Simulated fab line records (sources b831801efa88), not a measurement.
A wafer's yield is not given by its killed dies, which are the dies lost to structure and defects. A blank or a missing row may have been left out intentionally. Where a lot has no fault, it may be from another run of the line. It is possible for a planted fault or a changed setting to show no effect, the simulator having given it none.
Which tool did it? || flow sky130 || 24 lots with 72 wafers sampled at 4 steps, on a route of 708 steps

== WHAT THE GAUGES READ, wafer by wafer ==
SKY_METAL3_OVL_MEAS_14. Usual: METAL3_OVL gives 0 nm (standard deviation 4.4).
{"lot": "L074", "measured": "day 38 01:57", "on": "overlay-02", "METAL3_OVL (nm)": "0 4 5", "flag": ""}
{"lot": "L075", "measured": "day 38 08:14", "on": "overlay-01", "METAL3_OVL (nm)": "-4 -5 -3", "flag": ""}
{"lot": "L076", "measured": "day 38 19:27", "on": "overlay-01", "METAL3_OVL (nm)": "2 3 3", "flag": ""}
{"lot": "L077", "measured": "day 39 04:56", "on": "overlay-02", "METAL3_OVL (nm)": "2 -1 1", "flag": ""}
{"lot": "L078", "measured": "day 40 08:27", "on": "overlay-02", "METAL3_OVL (nm)": "2 -4 -7", "flag": ""}
{"lot": "L079", "measured": "day 40 10:10", "on": "overlay-01", "METAL3_OVL (nm)": "1 6 -1", "flag": ""}
{"lot": "L080", "measured": "day 40 08:44", "on": "overlay-01", "METAL3_OVL (nm)": "8 5 6", "flag": ""}
{"lot": "L081", "measured": "day 40 13:59", "on": "overlay-01", "METAL3_OVL (nm)": "5 6 -3", "flag": ""}
{"lot": "L082", "measured": "day 40 15:56", "on": "overlay-02", "METAL3_OVL (nm)": "2 6 2", "flag": ""}
{"lot": "L083", "measured": "day 41 18:14", "on": "overlay-02", "METAL3_OVL (nm)": "1 -12 -1", "flag": ""}
{"lot": "L085", "measured": "day 41 20:18", "on": "overlay-02", "METAL3_OVL (nm)": "-3 -7 1", "flag": ""}
{"lot": "L084", "measured": "day 41 20:56", "on": "overlay-02", "METAL3_OVL (nm)": "-6 1 0", "flag": ""}
{"lot": "L086", "measured": "day 42 04:41", "on": "overlay-01", "METAL3_OVL (nm)": "3 1 -4", "flag": ""}
{"lot": "L087", "measured": "day 42 09:38", "on": "overlay-02", "METAL3_OVL (nm)": "-4 0 -5", "flag": ""}
{"lot": "L088", "measured": "day 42 13:15", "on": "overlay-02", "METAL3_OVL (nm)": "-4 1 -3", "flag": ""}
{"lot": "L089", "measured": "day 42 18:21", "on": "overlay-01", "METAL3_OVL (nm)": "7 1 0", "flag": ""}
{"lot": "L090", "measured": "day 42 22:47", "on": "overlay-01", "METAL3_OVL (nm)": "-5 -6 -3", "flag": ""}
{"lot": "L091", "measured": "day 43 04:20", "on": "overlay-01", "METAL3_OVL (nm)": "6 2 9", "flag": ""}
{"lot": "L092", "measured": "day 43 14:12", "on": "overlay-02", "METAL3_OVL (nm)": "-1 1 -3", "flag": ""}
{"lot": "L093", "measured": "day 43 21:54", "on": "overlay-02", "METAL3_OVL (nm)": "0 0 0", "flag": ""}
{"lot": "L094", "measured": "day 44 04:44", "on": "overlay-01", "METAL3_OVL (nm)": "-4 -7 -9", "flag": ""}
{"lot": "L095", "measured": "day 44 13:50", "on": "overlay-02", "METAL3_OVL (nm)": "0 1 -9", "flag": ""}
{"lot": "L096", "measured": "day 44 15:08", "on": "overlay-02", "METAL3_OVL (nm)": "2 3 -3", "flag": ""}
{"lot": "L097", "measured": "day 44 21:53", "on": "overlay-02", "METAL3_OVL (nm)": "-4 -7 -5", "flag": ""}

== WHICH TOOL RAN EACH LOT (tool, then ch and the chambers of the sampled wafers, then the start) ==
{"lot": "L074", "SKY_LDD_LDN_STRIP_12": "plasma asher-01 ch 0,1, day 22 07:23", "SKY_METAL1_SPUTTER_03": "pvd sputter-01, day 30 23:55", "SKY_CAPM_METAL_ETCH_13": "rie metal-03 ch 0,1, day 36 22:26"}
{"lot": "L075", "SKY_LDD_LDN_STRIP_12": "plasma asher-01 ch 0,1, day 22 13:50", "SKY_METAL1_SPUTTER_03": "pvd sputter-03, day 31 07:24", "SKY_CAPM_METAL_ETCH_13": "rie metal-03 ch 0,1, day 37 03:46"}
{"lot": "L076", "SKY_LDD_LDN_STRIP_12": "plasma asher-04 ch 0,1, day 23 06:15", "SKY_METAL1_SPUTTER_03": "pvd sputter-04, day 31 19:02", "SKY_CAPM_METAL_ETCH_13": "rie metal-03 ch 0,1, day 37 16:54"}
{"lot": "L077", "SKY_LDD_LDN_STRIP_12": "plasma asher-02 ch 0,1, day 23 20:14", "SKY_METAL1_SPUTTER_03": "pvd sputter-03, day 32 05:53", "SKY_CAPM_METAL_ETCH_13": "rie metal-02 ch 0,1, day 38 02:58"}
{"lot": "L078", "SKY_LDD_LDN_STRIP_12": "plasma asher-02 ch 0,1, day 24 07:44", "SKY_METAL1_SPUTTER_03": "pvd sputter-04, day 33 10:17", "SKY_CAPM_METAL_ETCH_13": "rie metal-02 ch 0,1, day 39 07:55"}
{"lot": "L079", "SKY_LDD_LDN_STRIP_12": "plasma asher-01 ch 0,1, day 24 10:37", "SKY_METAL1_SPUTTER_03": "pvd sputter-03, day 33 12:55", "SKY_CAPM_METAL_ETCH_13": "rie metal-03 ch 0,1, day 39 09:52"}
{"lot": "L080", "SKY_LDD_LDN_STRIP_12": "plasma asher-02 ch 0,1, day 24 21:52", "SKY_METAL1_SPUTTER_03": "pvd sputter-03, day 33 11:52", "SKY_CAPM_METAL_ETCH_13": "rie metal-01 ch 1, day 39 08:11"}
{"lot": "L081", "SKY_LDD_LDN_STRIP_12": "plasma asher-02 ch 0,1, day 25 07:37", "SKY_METAL1_SPUTTER_03": "pvd sputter-04, day 33 18:11", "SKY_CAPM_METAL_ETCH_13": "rie metal-03 ch 0,1, day 39 12:58"}
{"lot": "L082", "SKY_LDD_LDN_STRIP_12": "plasma asher-01 ch 0,1, day 25 12:43", "SKY_METAL1_SPUTTER_03": "pvd sputter-03, day 33 20:52", "SKY_CAPM_METAL_ETCH_13": "rie metal-01 ch 0,1, day 39 15:32"}
{"lot": "L083", "SKY_LDD_LDN_STRIP_12": "plasma asher-02 ch 0,1, day 26 13:31", "SKY_METAL1_SPUTTER_03": "pvd sputter-03, day 35 00:55", "SKY_CAPM_METAL_ETCH_13": "rie metal-02 ch 0, day 40 16:59"}
{"lot": "L085", "SKY_LDD_LDN_STRIP_12": "plasma asher-04 ch 0,1, day 26 21:08", "SKY_METAL1_SPUTTER_03": "pvd sputter-03, day 35 04:37", "SKY_CAPM_METAL_ETCH_13": "rie metal-01 ch 0,1, day 40 19:01"}
{"lot": "L084", "SKY_LDD_LDN_STRIP_12": "plasma asher-02 ch 0,1, day 26 22:22", "SKY_METAL1_SPUTTER_03": "pvd sputter-01, day 35 04:58", "SKY_CAPM_METAL_ETCH_13": "rie metal-01 ch 0,1, day 40 20:43"}
{"lot": "L086", "SKY_LDD_LDN_STRIP_12": "plasma asher-04 ch 0,1, day 27 03:13", "SKY_METAL1_SPUTTER_03": "pvd sputter-04, day 35 12:18", "SKY_CAPM_METAL_ETCH_13": "rie metal-03 ch 0,1, day 41 03:46"}
{"lot": "L087", "SKY_LDD_LDN_STRIP_12": "plasma asher-02 ch 0,1, day 27 08:01", "SKY_METAL1_SPUTTER_03": "pvd sputter-04, day 35 18:31", "SKY_CAPM_METAL_ETCH_13": "rie metal-03 ch 0,1, day 41 08:52"}
{"lot": "L088", "SKY_LDD_LDN_STRIP_12": "plasma asher-04 ch 0,1, day 27 18:26", "SKY_METAL1_SPUTTER_03": "pvd sputter-01, day 35 23:12", "SKY_CAPM_METAL_ETCH_13": "rie metal-01 ch 0,1, day 41 13:03"}
{"lot": "L089", "SKY_LDD_LDN_STRIP_12": "plasma asher-01 ch 0,1, day 27 23:34", "SKY_METAL1_SPUTTER_03": "pvd sputter-03, day 36 04:08", "SKY_CAPM_METAL_ETCH_13": "rie metal-02 ch 1, day 41 17:49"}
{"lot": "L090", "SKY_LDD_LDN_STRIP_12": "plasma asher-02 ch 0,1, day 28 02:37", "SKY_METAL1_SPUTTER_03": "pvd sputter-01, day 36 08:24", "SKY_CAPM_METAL_ETCH_13": "rie metal-02 ch 0,1, day 41 22:25"}
{"lot": "L091", "SKY_LDD_LDN_STRIP_12": "plasma asher-04 ch 0,1, day 28 11:34", "SKY_METAL1_SPUTTER_03": "pvd sputter-01, day 36 15:53", "SKY_CAPM_METAL_ETCH_13": "rie metal-01 ch 0,1, day 42 04:52"}
{"lot": "L092", "SKY_LDD_LDN_STRIP_12": "plasma asher-01 ch 0,1, day 28 20:49", "SKY_METAL1_SPUTTER_03": "pvd sputter-03, day 37 02:46", "SKY_CAPM_METAL_ETCH_13": "rie metal-02 ch 0,1, day 42 14:58"}
{"lot": "L093", "SKY_LDD_LDN_STRIP_12": "plasma asher-02 ch 0,1, day 29 09:40", "SKY_METAL1_SPUTTER_03": "pvd sputter-03, day 37 14:31", "SKY_CAPM_METAL_ETCH_13": "rie metal-01 ch 0,1, day 42 22:16"}
{"lot": "L094", "SKY_LDD_LDN_STRIP_12": "plasma asher-02 ch 0,1, day 29 18:34", "SKY_METAL1_SPUTTER_03": "pvd sputter-01, day 37 23:49", "SKY_CAPM_METAL_ETCH_13": "rie metal-02 ch 0, day 43 07:03"}
{"lot": "L095", "SKY_LDD_LDN_STRIP_12": "plasma asher-04 ch 0,1, day 30 02:59", "SKY_METAL1_SPUTTER_03": "pvd sputter-01, day 38 08:05", "SKY_CAPM_METAL_ETCH_13": "rie metal-02 ch 0,1, day 43 15:25"}
{"lot": "L096", "SKY_LDD_LDN_STRIP_12": "plasma asher-02 ch 0,1, day 30 03:13", "SKY_METAL1_SPUTTER_03": "pvd sputter-03, day 38 10:22", "SKY_CAPM_METAL_ETCH_13": "rie metal-02 ch 0,1, day 43 16:48"}
{"lot": "L097", "SKY_LDD_LDN_STRIP_12": "plasma asher-01 ch 0,1, day 30 10:37", "SKY_METAL1_SPUTTER_03": "pvd sputter-01, day 38 15:44", "SKY_CAPM_METAL_ETCH_13": "rie metal-03 ch 0,1, day 43 20:54"}
- SKY_LDD_LDN_STRIP_12: strips in O2/N2.
- SKY_METAL1_SPUTTER_03: material Ti, target thk 5 nm, time 3.3 s.
- SKY_CAPM_METAL_ETCH_13: etches TiN in Cl2/BCl3, stops on SiO2, target depth 220 nm, time 62.9 s.

== WHAT THE TOOLS THEMSELVES READ (means of the sampled wafers that have a number; where no wafer has one, the mark that the record gives instead) ==
SKY_LDD_LDN_STRIP_12. Usual: drypump motor current A 5.6 A, standard deviation 0.52; oes product au 0.716 a.u., standard deviation 0.0047; strip time to endpoint s 14.18 s, standard deviation 0.039.
{"lot": "L074", "tool": "plasma asher-01", "drypump motor current A (A)": 5.5, "oes product au (a.u.)": 0.716, "strip time to endpoint s (s)": 14.18, "flag": ""}
{"lot": "L075", "tool": "plasma asher-01", "drypump motor current A (A)": 5.6, "oes product au (a.u.)": 0.717, "strip time to endpoint s (s)": 14.18, "flag": ""}
{"lot": "L076", "tool": "plasma asher-04", "drypump motor current A (A)": 5.2, "oes product au (a.u.)": 0.714, "strip time to endpoint s (s)": 14.15, "flag": ""}
{"lot": "L077", "tool": "plasma asher-02", "drypump motor current A (A)": 6.1, "oes product au (a.u.)": 0.714, "strip time to endpoint s (s)": 14.21, "flag": ""}
{"lot": "L078", "tool": "plasma asher-02", "drypump motor current A (A)": 6.1, "oes product au (a.u.)": 0.720, "strip time to endpoint s (s)": 14.15, "flag": ""}
{"lot": "L079", "tool": "plasma asher-01", "drypump motor current A (A)": 5.6, "oes product au (a.u.)": 0.709, "strip time to endpoint s (s)": 14.16, "flag": ""}
{"lot": "L080", "tool": "plasma asher-02", "drypump motor current A (A)": 6.1, "oes product au (a.u.)": 0.719, "strip time to endpoint s (s)": 14.19, "flag": ""}
{"lot": "L081", "tool": "plasma asher-02", "drypump motor current A (A)": 6.1, "oes product au (a.u.)": 0.716, "strip time to endpoint s (s)": 14.22, "flag": ""}
{"lot": "L082", "tool": "plasma asher-01", "drypump motor current A (A)": 5.5, "oes product au (a.u.)": 0.719, "strip time to endpoint s (s)": 14.18, "flag": ""}
{"lot": "L083", "tool": "plasma asher-02", "drypump motor current A (A)": 6.1, "oes product au (a.u.)": 0.717, "strip time to endpoint s (s)": 14.15, "flag": ""}
{"lot": "L085", "tool": "plasma asher-04", "drypump motor current A (A)": 5.2, "oes product au (a.u.)": 0.714, "strip time to endpoint s (s)": 14.11, "flag": ""}
{"lot": "L084", "tool": "plasma asher-02", "drypump motor current A (A)": 5.6, "oes product au (a.u.)": 0.713, "strip time to endpoint s (s)": 14.25, "flag": ""}
{"lot": "L086", "tool": "plasma asher-04", "drypump motor current A (A)": 5.2, "oes product au (a.u.)": 0.717, "strip time to endpoint s (s)": 14.17, "flag": ""}
{"lot": "L087", "tool": "plasma asher-02", "drypump motor current A (A)": 5.7, "oes product au (a.u.)": 0.710, "strip time to endpoint s (s)": 14.12, "flag": ""}
{"lot": "L088", "tool": "plasma asher-04", "drypump motor current A (A)": 5.2, "oes product au (a.u.)": 0.722, "strip time to endpoint s (s)": 14.18, "flag": ""}
{"lot": "L089", "tool": "plasma asher-01", "drypump motor current A (A)": 5.5, "oes product au (a.u.)": 0.716, "strip time to endpoint s (s)": 14.18, "flag": ""}
{"lot": "L090", "tool": "plasma asher-02", "drypump motor current A (A)": 5.6, "oes product au (a.u.)": 0.717, "strip time to endpoint s (s)": 14.14, "flag": ""}
{"lot": "L091", "tool": "plasma asher-04", "drypump motor current A (A)": 5.4, "oes product au (a.u.)": 0.719, "strip time to endpoint s (s)": 14.19, "flag": ""}
{"lot": "L092", "tool": "plasma asher-01", "drypump motor current A (A)": 5.5, "oes product au (a.u.)": 0.711, "strip time to endpoint s (s)": 14.18, "flag": ""}
{"lot": "L093", "tool": "plasma asher-02", "drypump motor current A (A)": 5.7, "oes product au (a.u.)": 0.714, "strip time to endpoint s (s)": 14.20, "flag": ""}
{"lot": "L094", "tool": "plasma asher-02", "drypump motor current A (A)": 6.1, "oes product au (a.u.)": 0.714, "strip time to endpoint s (s)": 14.15, "flag": ""}
{"lot": "L095", "tool": "plasma asher-04", "drypump motor current A (A)": 5.4, "oes product au (a.u.)": 0.715, "strip time to endpoint s (s)": 14.20, "flag": ""}
{"lot": "L096", "tool": "plasma asher-02", "drypump motor current A (A)": 5.6, "oes product au (a.u.)": 0.720, "strip time to endpoint s (s)": 14.16, "flag": ""}
{"lot": "L097", "tool": "plasma asher-01", "drypump motor current A (A)": 5.5, "oes product au (a.u.)": 0.718, "strip time to endpoint s (s)": 14.21, "flag": ""}

SKY_METAL1_SPUTTER_03. Usual: 30.2 % for throttle valve pct, sd 1.
{"lot": "L074", "tool": "pvd sputter-01", "throttle valve pct (%)": 29.4, "flag": ""}
{"lot": "L075", "tool": "pvd sputter-03", "throttle valve pct (%)": 30.7, "flag": ""}
{"lot": "L076", "tool": "pvd sputter-04", "throttle valve pct (%)": 29.1, "flag": ""}
{"lot": "L077", "tool": "pvd sputter-03", "throttle valve pct (%)": 30.7, "flag": ""}
{"lot": "L078", "tool": "pvd sputter-04", "throttle valve pct (%)": 29.8, "flag": ""}
{"lot": "L079", "tool": "pvd sputter-03", "throttle valve pct (%)": 31.3, "flag": ""}
{"lot": "L080", "tool": "pvd sputter-03", "throttle valve pct (%)": 30.5, "flag": ""}
{"lot": "L081", "tool": "pvd sputter-04", "throttle valve pct (%)": 29.7, "flag": ""}
{"lot": "L082", "tool": "pvd sputter-03", "throttle valve pct (%)": 30.1, "flag": ""}
{"lot": "L083", "tool": "pvd sputter-03", "throttle valve pct (%)": 30.2, "flag": ""}
{"lot": "L085", "tool": "pvd sputter-03", "throttle valve pct (%)": 30.8, "flag": ""}
{"lot": "L084", "tool": "pvd sputter-01", "throttle valve pct (%)": 29.6, "flag": ""}
{"lot": "L086", "tool": "pvd sputter-04", "throttle valve pct (%)": 29.2, "flag": ""}
{"lot": "L087", "tool": "pvd sputter-04", "throttle valve pct (%)": 29.2, "flag": ""}
{"lot": "L088", "tool": "pvd sputter-01", "throttle valve pct (%)": 29.6, "flag": ""}
{"lot": "L089", "tool": "pvd sputter-03", "throttle valve pct (%)": 30.3, "flag": ""}
{"lot": "L090", "tool": "pvd sputter-01", "throttle valve pct (%)": 30.2, "flag": ""}
{"lot": "L091", "tool": "pvd sputter-01", "throttle valve pct (%)": 29.7, "flag": ""}
{"lot": "L092", "tool": "pvd sputter-03", "throttle valve pct (%)": 30.9, "flag": ""}
{"lot": "L093", "tool": "pvd sputter-03", "throttle valve pct (%)": 31.1, "flag": ""}
{"lot": "L094", "tool": "pvd sputter-01", "throttle valve pct (%)": 30.2, "flag": ""}
{"lot": "L095", "tool": "pvd sputter-01", "throttle valve pct (%)": 30.3, "flag": ""}
{"lot": "L096", "tool": "pvd sputter-03", "throttle valve pct (%)": 30.9, "flag": ""}
{"lot": "L097", "tool": "pvd sputter-01", "throttle valve pct (%)": 30.3, "flag": ""}

SKY_CAPM_METAL_ETCH_13. Usual: bias w 48.49 W, standard deviation 0.14; drypump motor current A 5.7 A, standard deviation 0.42; mfc cl2 sccm 59.99 sccm, standard deviation 0.19; oes product au 0.943 a.u., standard deviation 0.0064; throttle valve pct 21.901 %, standard deviation 0.0088.
{"lot": "L074", "tool": "rie metal-03", "bias w (W)": 48.46, "drypump motor current A (A)": 5.8, "mfc cl2 sccm (sccm)": 60.15, "oes product au (a.u.)": 0.941, "throttle valve pct (%)": 21.900, "flag": ""}
{"lot": "L075", "tool": "rie metal-03", "bias w (W)": 48.38, "drypump motor current A (A)": 5.8, "mfc cl2 sccm (sccm)": 59.91, "oes product au (a.u.)": 0.947, "throttle valve pct (%)": 21.899, "flag": ""}
{"lot": "L076", "tool": "rie metal-03", "bias w (W)": 48.55, "drypump motor current A (A)": 6.2, "mfc cl2 sccm (sccm)": 60.37, "oes product au (a.u.)": 0.947, "throttle valve pct (%)": 21.897, "flag": ""}
{"lot": "L077", "tool": "rie metal-02", "bias w (W)": 48.70, "drypump motor current A (A)": 5.6, "mfc cl2 sccm (sccm)": 60.25, "oes product au (a.u.)": 0.936, "throttle valve pct (%)": 21.898, "flag": ""}
{"lot": "L078", "tool": "rie metal-02", "bias w (W)": 48.60, "drypump motor current A (A)": 5.6, "mfc cl2 sccm (sccm)": 59.91, "oes product au (a.u.)": 0.939, "throttle valve pct (%)": 21.904, "flag": ""}
{"lot": "L079", "tool": "rie metal-03", "bias w (W)": 48.44, "drypump motor current A (A)": 5.8, "mfc cl2 sccm (sccm)": 59.93, "oes product au (a.u.)": 0.941, "throttle valve pct (%)": 21.899, "flag": ""}
{"lot": "L080", "tool": "rie metal-01", "bias w (W)": 48.49, "drypump motor current A (A)": 5.2, "mfc cl2 sccm (sccm)": 59.86, "oes product au (a.u.)": 0.942, "throttle valve pct (%)": 21.903, "flag": ""}
{"lot": "L081", "tool": "rie metal-03", "bias w (W)": 48.55, "drypump motor current A (A)": 6.2, "mfc cl2 sccm (sccm)": 60.02, "oes product au (a.u.)": 0.937, "throttle valve pct (%)": 21.905, "flag": ""}
{"lot": "L082", "tool": "rie metal-01", "bias w (W)": 48.15, "drypump motor current A (A)": 5.3, "mfc cl2 sccm (sccm)": 60.25, "oes product au (a.u.)": 0.941, "throttle valve pct (%)": 21.904, "flag": ""}
{"lot": "L083", "tool": "rie metal-02", "bias w (W)": 48.61, "drypump motor current A (A)": 5.6, "mfc cl2 sccm (sccm)": 60.08, "oes product au (a.u.)": 0.948, "throttle valve pct (%)": 21.900, "flag": ""}
{"lot": "L085", "tool": "rie metal-01", "bias w (W)": 48.50, "drypump motor current A (A)": 5.5, "mfc cl2 sccm (sccm)": 60.03, "oes product au (a.u.)": 0.940, "throttle valve pct (%)": 21.897, "flag": ""}
{"lot": "L084", "tool": "rie metal-01", "bias w (W)": 48.42, "drypump motor current A (A)": 5.5, "mfc cl2 sccm (sccm)": 59.86, "oes product au (a.u.)": 0.928, "throttle valve pct (%)": 21.909, "flag": ""}
{"lot": "L086", "tool": "rie metal-03", "bias w (W)": 48.59, "drypump motor current A (A)": 5.8, "mfc cl2 sccm (sccm)": 59.88, "oes product au (a.u.)": 0.946, "throttle valve pct (%)": 21.893, "flag": ""}
{"lot": "L087", "tool": "rie metal-03", "bias w (W)": 48.57, "drypump motor current A (A)": 5.8, "mfc cl2 sccm (sccm)": 59.98, "oes product au (a.u.)": 0.945, "throttle valve pct (%)": 21.900, "flag": ""}
{"lot": "L088", "tool": "rie metal-01", "bias w (W)": 48.51, "drypump motor current A (A)": 5.5, "mfc cl2 sccm (sccm)": 59.93, "oes product au (a.u.)": 0.943, "throttle valve pct (%)": 21.903, "flag": ""}
{"lot": "L089", "tool": "rie metal-02", "bias w (W)": 48.37, "drypump motor current A (A)": 5.6, "mfc cl2 sccm (sccm)": 59.92, "oes product au (a.u.)": 0.948, "throttle valve pct (%)": 21.903, "flag": ""}
{"lot": "L090", "tool": "rie metal-02", "bias w (W)": 48.52, "drypump motor current A (A)": 5.6, "mfc cl2 sccm (sccm)": 59.92, "oes product au (a.u.)": 0.938, "throttle valve pct (%)": 21.904, "flag": ""}
{"lot": "L091", "tool": "rie metal-01", "bias w (W)": 48.45, "drypump motor current A (A)": 5.3, "mfc cl2 sccm (sccm)": 59.95, "oes product au (a.u.)": 0.946, "throttle valve pct (%)": 21.904, "flag": ""}
{"lot": "L092", "tool": "rie metal-02", "bias w (W)": 48.43, "drypump motor current A (A)": 5.6, "mfc cl2 sccm (sccm)": 60.11, "oes product au (a.u.)": 0.945, "throttle valve pct (%)": 21.905, "flag": ""}
{"lot": "L093", "tool": "rie metal-01", "bias w (W)": 48.50, "drypump motor current A (A)": 5.5, "mfc cl2 sccm (sccm)": 60.03, "oes product au (a.u.)": 0.936, "throttle valve pct (%)": 21.912, "flag": ""}
{"lot": "L094", "tool": "rie metal-02", "bias w (W)": 48.49, "drypump motor current A (A)": 5.6, "mfc cl2 sccm (sccm)": 60.08, "oes product au (a.u.)": 0.953, "throttle valve pct (%)": 21.891, "flag": ""}
{"lot": "L095", "tool": "rie metal-02", "bias w (W)": 48.50, "drypump motor current A (A)": 5.6, "mfc cl2 sccm (sccm)": 60.00, "oes product au (a.u.)": 0.943, "throttle valve pct (%)": 21.897, "flag": ""}
{"lot": "L096", "tool": "rie metal-02", "bias w (W)": 48.45, "drypump motor current A (A)": 5.6, "mfc cl2 sccm (sccm)": 59.97, "oes product au (a.u.)": 0.946, "throttle valve pct (%)": 21.902, "flag": ""}
{"lot": "L097", "tool": "rie metal-03", "bias w (W)": 48.51, "drypump motor current A (A)": 5.8, "mfc cl2 sccm (sccm)": 59.99, "oes product au (a.u.)": 0.941, "throttle valve pct (%)": 21.891, "flag": ""}

== THE ANSWER, worked out from the rows above alone ==
Rule: a lot is off if the mean of its wafers that have a number lies more than 3 standard deviations from the usual mean. Also off: a lot with no number at a reading for which 4 or more lots have one. Where the step has rows for the other lots, those lots are counted as sound. First the gauges in route order, then the tools' own readings, where a lot's mean is used as printed above. The first step at which some lot is off is used, and at that step the reading that is off furthest; a lot without a number counts as furthest.
None of the lots is off at any reading shown; this tells nothing.

== WHAT THE SIMULATOR HAD INSERTED ==
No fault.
